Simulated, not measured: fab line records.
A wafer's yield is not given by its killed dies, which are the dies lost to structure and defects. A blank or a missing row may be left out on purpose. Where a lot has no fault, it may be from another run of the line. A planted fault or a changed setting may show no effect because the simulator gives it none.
The tool behind it: which one? | flow gf180mcu | at 1 step of a route of 602, 6 lots with 18 wafers sampled

== WHAT EACH GAUGE READ, for each wafer ==
GF_MIM_THK_MEAS_11: measures by xrf.
lot  | measured     | on           | MIM_ALCU_THK (nm)
L228 | day 24 20:25 | filmMetro-04 | 202.0 200.3 201.4
L231 | day 25 17:19 | filmMetro-02 | 201.8 201.6 204.6
L233 | day 26 15:01 | filmMetro-03 | 198.7 199.4 198.3
L236 | day 27 07:58 | filmMetro-02 | 200.8 200.3 201.0
L245 | day 30 06:35 | filmMetro-02 | 197.6 201.7 199.0
L247 | day 30 17:17 | filmMetro-04 | 202.7 200.6 204.9

== TOOL THAT RAN EACH LOT (tool first, then ch and the chambers of the sampled wafers, then the start) ==
Before these readings, the record contains no process step.

== THE ANSWER, worked out from the rows above alone ==
Rule: the usual values come from the lots themselves. Put in order of their means at a reading, lots are off if they are a third of the lots or fewer, leave a main group of 4 or more, and stand apart from it by a gap of 3 or more times the standard deviation of the main group's means; of several such gaps the widest counts. The tables above print the reading to a certain number of digits; a main group whose means all agree to those digits is not used. A lot without any number at a reading at which 4 lots or more have one is off too. Any other lot the step has rows for is counted as sound.
No lot is off on any of the readings shown, so nothing can be concluded from this.

== WHAT THE SIMULATOR PUT IN ==
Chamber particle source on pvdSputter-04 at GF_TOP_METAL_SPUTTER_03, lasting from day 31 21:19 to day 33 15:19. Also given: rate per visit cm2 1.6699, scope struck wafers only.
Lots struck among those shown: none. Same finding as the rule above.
